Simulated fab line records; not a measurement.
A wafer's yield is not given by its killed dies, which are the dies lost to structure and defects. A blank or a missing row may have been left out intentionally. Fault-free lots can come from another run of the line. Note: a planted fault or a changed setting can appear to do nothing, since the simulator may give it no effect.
Which tool is to blame? :: flow sky130 :: Sampling: 24 lots, 72 wafers, 4 of 708 route steps

## WHAT EACH GAUGE READ, for each wafer
SKY_METAL4_CD_MEAS_13: the cd target is 300 nm. Usual: cd-nm at 300.1 nm, with a standard deviation of 1.5.
lot: L074
measured: day 41 22:23
on: cd-sem-02
cd-nm (nm): 301.9 301.0 301.9
flag: 

lot: L075
measured: day 42 03:47
on: cd-sem-01
cd-nm (nm): 299.4 299.9 299.1
flag: 

lot: L076
measured: day 42 15:12
on: cd-sem-02
cd-nm (nm): 301.6 302.1 301.8
flag: 

lot: L077
measured: day 42 23:49
on: cd-sem-01
cd-nm (nm): 303.0 301.6 303.0
flag: 

lot: L078
measured: day 43 00:56
on: cd-sem-01
cd-nm (nm): 299.8 300.6 300.0
flag: 

lot: L079
measured: day 43 12:11
on: cd-sem-02
cd-nm (nm): 300.3 301.2 300.0
flag: 

lot: L080
measured: day 43 21:10
on: cd-sem-02
cd-nm (nm): 301.7 301.4 301.1
flag: 

lot: L081
measured: day 44 06:09
on: cd-sem-02
cd-nm (nm): 295.4 296.8 297.2
flag: 

lot: L082
measured: day 44 07:48
on: cd-sem-01
cd-nm (nm): 299.1 301.9 299.9
flag: 

lot: L083
measured: day 44 13:10
on: cd-sem-01
cd-nm (nm): 301.8 300.6 303.0
flag: 

lot: L084
measured: day 44 17:02
on: cd-sem-02
cd-nm (nm): 300.1 300.8 300.2
flag: 

lot: L085
measured: day 45 00:00
on: cd-sem-01
cd-nm (nm): 299.0 299.3 299.4
flag: 

lot: L086
measured: day 45 06:36
on: cd-sem-02
cd-nm (nm): 297.8 299.4 298.7
flag: 

lot: L087
measured: day 45 13:44
on: cd-sem-02
cd-nm (nm): 299.2 301.0 298.9
flag: 

lot: L088
measured: day 45 16:59
on: cd-sem-01
cd-nm (nm): 301.0 301.9 304.2
flag: 

lot: L089
measured: day 46 05:53
on: cd-sem-01
cd-nm (nm): 301.1 302.3 301.0
flag: 

lot: L090
measured: day 46 13:38
on: cd-sem-01
cd-nm (nm): 301.6 301.5 299.3
flag: 

lot: L091
measured: day 46 14:03
on: cd-sem-02
cd-nm (nm): 298.9 298.7 300.3
flag: 

lot: L092
measured: day 46 16:01
on: cd-sem-02
cd-nm (nm): 300.2 301.1 301.9
flag: 

lot: L093
measured: day 47 00:56
on: cd-sem-02
cd-nm (nm): 299.0 298.9 298.9
flag: 

lot: L094
measured: day 47 04:32
on: cd-sem-01
cd-nm (nm): 299.7 300.0 298.6
flag: 

lot: L095
measured: day 47 15:02
on: cd-sem-02
cd-nm (nm): 299.7 300.5 300.0
flag: 

lot: L096
measured: day 48 01:41
on: cd-sem-01
cd-nm (nm): 299.6 299.3 299.2
flag: 

lot: L097
measured: day 48 05:56
on: cd-sem-02
cd-nm (nm): 298.9 299.7 300.5
flag: 

SKY_VIA4_OVL_MEAS_11. Usual: VIA4_OVL gives 1.2 nm (standard deviation 1.4).
lot: L074
measured: day 42 23:27
on: overlay-02
VIA4_OVL (nm): 3.2 0.0 0.5
flag: 

lot: L075
measured: day 43 03:59
on: overlay-01
VIA4_OVL (nm): 0.9 0.9 0.3
flag: 

lot: L076
measured: day 43 16:03
on: overlay-02
VIA4_OVL (nm): 1.0 0.6 0.8
flag: 

lot: L077
measured: day 43 23:40
on: overlay-01
VIA4_OVL (nm): 4.6 2.7 3.1
flag: 

lot: L078
measured: day 44 01:14
on: overlay-02
VIA4_OVL (nm): 1.0 1.4 1.0
flag: 

lot: L079
measured: day 44 12:35
on: overlay-01
VIA4_OVL (nm): 0.3 0.7 -1.2
flag: 

lot: L080
measured: day 44 21:28
on: overlay-01
VIA4_OVL (nm): 0.9 2.4 2.5
flag: 

lot: L081
measured: day 45 05:38
on: overlay-02
VIA4_OVL (nm): 0.3 0.8 1.2
flag: 

lot: L082
measured: day 45 07:28
on: overlay-02
VIA4_OVL (nm): -2.3 -0.7 -1.3
flag: 

lot: L083
measured: day 45 12:11
on: overlay-01
VIA4_OVL (nm): 1.9 2.4 1.6
flag: 

lot: L084
measured: day 45 16:38
on: overlay-01
VIA4_OVL (nm): 1.7 0.2 2.6
flag: 

lot: L085
measured: day 45 22:47
on: overlay-01
VIA4_OVL (nm): 1.7 1.9 2.0
flag: 

lot: L086
measured: day 46 05:31
on: overlay-02
VIA4_OVL (nm): 1.7 0.2 2.2
flag: 

lot: L087
measured: day 46 12:13
on: overlay-02
VIA4_OVL (nm): 0.6 1.1 1.0
flag: 

lot: L088
measured: day 46 15:26
on: overlay-02
VIA4_OVL (nm): -0.1 1.8 0.5
flag: 

lot: L089
measured: day 47 03:19
on: overlay-02
VIA4_OVL (nm): 2.5 1.5 -0.1
flag: 

lot: L090
measured: day 47 11:03
on: overlay-01
VIA4_OVL (nm): 1.6 2.5 1.1
flag: 

lot: L091
measured: day 47 11:45
on: overlay-01
VIA4_OVL (nm): 1.7 1.5 -0.1
flag: 

lot: L092
measured: day 47 13:36
on: overlay-02
VIA4_OVL (nm): 1.1 2.2 3.4
flag: 

lot: L093
measured: day 47 22:40
on: overlay-02
VIA4_OVL (nm): 0.4 0.1 0.5
flag: 

lot: L094
measured: day 48 02:09
on: overlay-01
VIA4_OVL (nm): 2.2 2.3 2.1
flag: 

lot: L095
measured: day 48 11:54
on: overlay-01
VIA4_OVL (nm): 2.0 2.3 1.5
flag: 

lot: L096
measured: day 48 21:27
on: overlay-02
VIA4_OVL (nm): 0.8 -0.5 0.2
flag: 

lot: L097
measured: day 49 01:46
on: overlay-02
VIA4_OVL (nm): 1.1 0.3 -1.4
flag: 

SKY_VIA4_RS_MEAS_19: a four-point-probe measurement. Usual: VIA4_W_RS gives 0.2292 ohm/sq (standard deviation 0.0026).
lot: L074
measured: day 43 00:31
on: film-metro-01
VIA4_W_RS (ohm/sq): 0.2266 0.2310 0.2330
flag: 

lot: L075
measured: day 43 05:05
on: film-metro-01
VIA4_W_RS (ohm/sq): 0.2295 0.2302 0.2319
flag: 

lot: L076
measured: day 43 16:58
on: film-metro-02
VIA4_W_RS (ohm/sq): 0.2285 0.2272 0.2273
flag: 

lot: L077
measured: day 44 00:36
on: film-metro-02
VIA4_W_RS (ohm/sq): 0.2295 0.2281 0.2293
flag: 

lot: L078
measured: day 44 02:09
on: film-metro-02
VIA4_W_RS (ohm/sq): 0.2269 0.2311 0.2281
flag: 

lot: L079
measured: day 44 13:34
on: film-metro-02
VIA4_W_RS (ohm/sq): 0.2327 0.2317 0.2288
flag: 

lot: L080
measured: day 44 22:59
on: film-metro-04
VIA4_W_RS (ohm/sq): 0.2330 0.2290 0.2312
flag: 

lot: L081
measured: day 45 06:37
on: film-metro-04
VIA4_W_RS (ohm/sq): 0.2308 0.2284 0.2298
flag: 

lot: L082
measured: day 45 08:25
on: film-metro-04
VIA4_W_RS (ohm/sq): 0.2282 0.2249 0.2308
flag: 

lot: L083
measured: day 45 13:07
on: film-metro-04
VIA4_W_RS (ohm/sq): 0.2276 0.2262 0.2252
flag: 

lot: L084
measured: day 45 17:33
on: film-metro-04
VIA4_W_RS (ohm/sq): 0.2303 0.2310 0.2315
flag: 

lot: L085
measured: day 45 23:42
on: film-metro-04
VIA4_W_RS (ohm/sq): 0.2253 0.2307 0.2240
flag: 

lot: L086
measured: day 46 06:26
on: film-metro-04
VIA4_W_RS (ohm/sq): 0.2278 0.2318 0.2295
flag: 

lot: L087
measured: day 46 13:11
on: film-metro-04
VIA4_W_RS (ohm/sq): 0.2296 0.2289 0.2276
flag: 

lot: L088
measured: day 46 16:23
on: film-metro-04
VIA4_W_RS (ohm/sq): 0.2248 0.2319 0.2308
flag: 

lot: L089
measured: day 47 04:16
on: film-metro-01
VIA4_W_RS (ohm/sq): 0.2264 0.2294 0.2298
flag: 

lot: L090
measured: day 47 12:07
on: film-metro-04
VIA4_W_RS (ohm/sq): 0.2254 0.2271 0.2282
flag: 

lot: L091
measured: day 47 12:40
on: film-metro-01
VIA4_W_RS (ohm/sq): 0.2338 0.2331 0.2334
flag: 

lot: L092
measured: day 47 14:37
on: film-metro-01
VIA4_W_RS (ohm/sq): 0.2301 0.2369 0.2303
flag: 

lot: L093
measured: day 47 23:46
on: film-metro-01
VIA4_W_RS (ohm/sq): 0.2244 0.2262 0.2246
flag: 

lot: L094
measured: day 48 03:11
on: film-metro-04
VIA4_W_RS (ohm/sq): 0.2306 0.2302 0.2287
flag: 

lot: L095
measured: day 48 12:49
on: film-metro-02
VIA4_W_RS (ohm/sq): 0.2276 0.2314 0.2313
flag: 

lot: L096
measured: day 48 22:22
on: film-metro-02
VIA4_W_RS (ohm/sq): 0.2304 0.2264 0.2278
flag: 

lot: L097
measured: day 49 02:43
on: film-metro-02
VIA4_W_RS (ohm/sq): 0.2290 0.2310 0.2311
flag: 

## WHAT TOOL EACH LOT RAN ON (gives the tool, then ch and the chambers of the sampled wafers, and finally the start)
lot: L074
SKY_VIA4_STRIP_13: plasma-asher-01 ch 0,1, day 42 23:34

lot: L075
SKY_VIA4_STRIP_13: plasma-asher-02 ch 0, day 43 04:05

lot: L076
SKY_VIA4_STRIP_13: plasma-asher-02 ch 0,1, day 43 16:10

lot: L077
SKY_VIA4_STRIP_13: plasma-asher-03 ch 0,1, day 43 23:46

lot: L078
SKY_VIA4_STRIP_13: plasma-asher-02 ch 0,1, day 44 01:21

lot: L079
SKY_VIA4_STRIP_13: plasma-asher-02 ch 0,1, day 44 12:42

lot: L080
SKY_VIA4_STRIP_13: plasma-asher-01 ch 0,1, day 44 21:34

lot: L081
SKY_VIA4_STRIP_13: plasma-asher-03 ch 0,1, day 45 05:45

lot: L082
SKY_VIA4_STRIP_13: plasma-asher-01 ch 0,1, day 45 07:35

lot: L083
SKY_VIA4_STRIP_13: plasma-asher-01 ch 0,1, day 45 12:17

lot: L084
SKY_VIA4_STRIP_13: plasma-asher-03 ch 0, day 45 16:44

lot: L085
SKY_VIA4_STRIP_13: plasma-asher-01 ch 0,1, day 45 22:53

lot: L086
SKY_VIA4_STRIP_13: plasma-asher-03 ch 0,1, day 46 05:37

lot: L087
SKY_VIA4_STRIP_13: plasma-asher-02 ch 0,1, day 46 12:21

lot: L088
SKY_VIA4_STRIP_13: plasma-asher-02 ch 0,1, day 46 15:33

lot: L089
SKY_VIA4_STRIP_13: plasma-asher-01 ch 0,1, day 47 03:27

lot: L090
SKY_VIA4_STRIP_13: plasma-asher-03 ch 0,1, day 47 11:13

lot: L091
SKY_VIA4_STRIP_13: plasma-asher-03 ch 0,1, day 47 11:52

lot: L092
SKY_VIA4_STRIP_13: plasma-asher-02 ch 0,1, day 47 13:46

lot: L093
SKY_VIA4_STRIP_13: plasma-asher-03 ch 0,1, day 47 22:48

lot: L094
SKY_VIA4_STRIP_13: plasma-asher-01 ch 0,1, day 48 02:16

lot: L095
SKY_VIA4_STRIP_13: plasma-asher-01 ch 0,1, day 48 12:01

lot: L096
SKY_VIA4_STRIP_13: plasma-asher-01 ch 0,1, day 48 21:34

lot: L097
SKY_VIA4_STRIP_13: plasma-asher-02 ch 0,1, day 49 01:54
- SKY_VIA4_STRIP_13: strips in O2/N2.

## WHAT THE TOOLS THEMSELVES READ (means of the sampled wafers that have a number; where no wafer has one, the mark that the record gives instead)
SKY_VIA4_STRIP_13. Usual: drypump-motor-current-A 5.92 A, standard deviation 0.3; oes-product-au 0.709 a.u., standard deviation 0.0046; strip-time-to-endpoint-s 12.80 s, standard deviation 0.031.
lot: L074
tool: plasma-asher-01
drypump-motor-current-A (A): 5.69
oes-product-au (a.u.): 0.713
strip-time-to-endpoint-s (s): 12.78
flag: 

lot: L075
tool: plasma-asher-02
drypump-motor-current-A (A): 6.09
oes-product-au (a.u.): 0.709
strip-time-to-endpoint-s (s): 12.81
flag: 

lot: L076
tool: plasma-asher-02
drypump-motor-current-A (A): 6.14
oes-product-au (a.u.): 0.706
strip-time-to-endpoint-s (s): 12.79
flag: 

lot: L077
tool: plasma-asher-03
drypump-motor-current-A (A): 5.86
oes-product-au (a.u.): 0.705
strip-time-to-endpoint-s (s): 12.81
flag: 

lot: L078
tool: plasma-asher-02
drypump-motor-current-A (A): 6.26
oes-product-au (a.u.): 0.706
strip-time-to-endpoint-s (s): 12.82
flag: 

lot: L079
tool: plasma-asher-02
drypump-motor-current-A (A): 6.17
oes-product-au (a.u.): 0.712
strip-time-to-endpoint-s (s): 12.80
flag: 

lot: L080
tool: plasma-asher-01
drypump-motor-current-A (A): 5.70
oes-product-au (a.u.): 0.708
strip-time-to-endpoint-s (s): 12.79
flag: 

lot: L081
tool: plasma-asher-03
drypump-motor-current-A (A): 6.03
oes-product-au (a.u.): 0.710
strip-time-to-endpoint-s (s): 12.80
flag: 

lot: L082
tool: plasma-asher-01
drypump-motor-current-A (A): 5.60
oes-product-au (a.u.): 0.707
strip-time-to-endpoint-s (s): 12.79
flag: 

lot: L083
tool: plasma-asher-01
drypump-motor-current-A (A): 5.70
oes-product-au (a.u.): 0.708
strip-time-to-endpoint-s (s): 12.79
flag: 

lot: L084
tool: plasma-asher-03
drypump-motor-current-A (A): 5.71
oes-product-au (a.u.): 0.709
strip-time-to-endpoint-s (s): 12.84
flag: 

lot: L085
tool: plasma-asher-01
drypump-motor-current-A (A): 5.61
oes-product-au (a.u.): 0.708
strip-time-to-endpoint-s (s): 12.83
flag: 

lot: L086
tool: plasma-asher-03
drypump-motor-current-A (A): 5.87
oes-product-au (a.u.): 0.709
strip-time-to-endpoint-s (s): 12.82
flag: 

lot: L087
tool: plasma-asher-02
drypump-motor-current-A (A): 6.26
oes-product-au (a.u.): 0.710
strip-time-to-endpoint-s (s): 12.77
flag: 

lot: L088
tool: plasma-asher-02
drypump-motor-current-A (A): 6.26
oes-product-au (a.u.): 0.705
strip-time-to-endpoint-s (s): 12.80
flag: 

lot: L089
tool: plasma-asher-01
drypump-motor-current-A (A): 5.59
oes-product-au (a.u.): 0.710
strip-time-to-endpoint-s (s): 12.85
flag: 

lot: L090
tool: plasma-asher-03
drypump-motor-current-A (A): 6.02
oes-product-au (a.u.): 0.712
strip-time-to-endpoint-s (s): 12.83
flag: 

lot: L091
tool: plasma-asher-03
drypump-motor-current-A (A): 5.86
oes-product-au (a.u.): 0.713
strip-time-to-endpoint-s (s): 12.80
flag: 

lot: L092
tool: plasma-asher-02
drypump-motor-current-A (A): 6.24
oes-product-au (a.u.): 0.714
strip-time-to-endpoint-s (s): 12.74
flag: 

lot: L093
tool: plasma-asher-03
drypump-motor-current-A (A): 5.88
oes-product-au (a.u.): 0.712
strip-time-to-endpoint-s (s): 12.79
flag: 

lot: L094
tool: plasma-asher-01
drypump-motor-current-A (A): 5.56
oes-product-au (a.u.): 0.709
strip-time-to-endpoint-s (s): 12.81
flag: 

lot: L095
tool: plasma-asher-01
drypump-motor-current-A (A): 5.72
oes-product-au (a.u.): 0.711
strip-time-to-endpoint-s (s): 12.80
flag: 

lot: L096
tool: plasma-asher-01
drypump-motor-current-A (A): 5.61
oes-product-au (a.u.): 0.712
strip-time-to-endpoint-s (s): 12.79
flag: 

lot: L097
tool: plasma-asher-02
drypump-motor-current-A (A): 6.23
oes-product-au (a.u.): 0.707
strip-time-to-endpoint-s (s): 12.80
flag: 

## THE ANSWER, worked out from the rows above alone
Rule: a lot is off if the mean of its wafers that have a number lies more than 3 standard deviations from the usual mean. A lot without any number at a reading at which 4 lots or more have one is off too. Where the step has rows for the other lots, those lots are counted as sound. First the gauges in route order, then the tools' own readings, where a lot's mean is used as printed above. At the first step where some lot is off, the reading lying furthest off is the one used; lots without a number count as furthest.
Across all readings shown, no lot is off: no conclusion can be drawn from this.

## WHAT THE SIMULATOR PUT IN
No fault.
